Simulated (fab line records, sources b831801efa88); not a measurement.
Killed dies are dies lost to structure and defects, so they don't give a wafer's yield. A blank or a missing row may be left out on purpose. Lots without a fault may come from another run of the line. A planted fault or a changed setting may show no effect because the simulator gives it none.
Chamber matching | flow sky130 | SKY_POLY_GATE_ETCH_15 on rie_diel-04: 4 sister chambers
The step etches BARC in N2/H2, stops on SiO2, time 118.5 s, target depth 110 nm. 14 wafers are shown with their chamber, then 7 later ones without.

WAFERS WITH THEIR CHAMBER
wafer  | chamber | drypump_motor_current_A (A) | bias_w (W) | oes_product_au (a.u.)
L075.1 | 1       | 6.1                         | 100.12     | 0.715
L075.3 | 3       | 5.5                         | 100.18     | 0.712
L075.6 | 1       | 6.1                         | 100.48     | 0.712
L077.2 | 3       | 5.6                         | 99.78      | 0.726
L077.3 | 0       | 5.3                         | 100.04     | 0.715
L077.6 | 2       | 5.7                         | 99.91      | 0.728
L078.2 | 1       | 6.1                         | 100.15     | 0.708
L078.3 | 0       | 5.3                         | 100.00     | 0.711
L078.6 | 3       | 5.5                         | 99.95      | 0.713
L079.1 | 2       | 5.6                         | 99.00      | 0.714
L079.3 | 3       | 5.5                         | 99.76      | 0.711
L079.4 | 1       | 6.1                         | 100.53     | 0.713
L082.1 | 3       | 5.5                         | 99.50      | 0.718
L082.2 | 0       | 5.3                         | 100.01     | 0.712

SIGNATURES (means of the wafers above)
reading                 | chamber 0 | chamber 1 | chamber 2 | chamber 3 | scatter within a chamber
drypump_motor_current_A | 5.300     | 6.100     | 5.650     | 5.520     | 0.0361
bias_w                  | 100.0167  | 100.3200  | 99.4550   | 99.8340   | 0.284
oes_product_au          | 0.71267   | 0.71200   | 0.72100   | 0.71600   | 0.00535
Rule: a wafer's distance from a chamber is the root of the sum, over the readings, of the square of ((its reading less the chamber's mean) divided by the reading's scatter). The wafer belongs to the nearest chamber; if the next one is less than 2 further off, it can't be placed. The scatter: the root of (the sum of the squares of (reading less its chamber's mean) over the shown wafers, divided by (wafers less chambers)).

WAFERS WITHOUT THEIR CHAMBER
wafer  | drypump_motor_current_A (A) | bias_w (W) | oes_product_au (a.u.)
L082.3 | 5.6                         | 100.39     | 0.706
L091.1 | 5.3                         | 99.85      | 0.710
L091.3 | 6.1                         | 99.74      | 0.714
L091.5 | 5.5                         | 99.96      | 0.719
L094.3 | 6.1                         | 100.20     | 0.722
L094.4 | 5.3                         | 100.27     | 0.711
L094.5 | 6.1                         | 100.40     | 0.711

WHICH CHAMBER EACH WENT THROUGH
wafer  | from the rows above     | in truth
L082.3 | can't be placed: 3 or 2 | 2
L091.1 | 0                       | 0
L091.3 | 1                       | 1
L091.5 | 3                       | 3
L094.3 | 1                       | 1
L094.4 | 0                       | 0
L094.5 | 1                       | 1
Placed correctly: 6 of 7. Can't be placed from these rows: 1 (the true chamber is among the candidates in 1). Placed wrongly: 0.
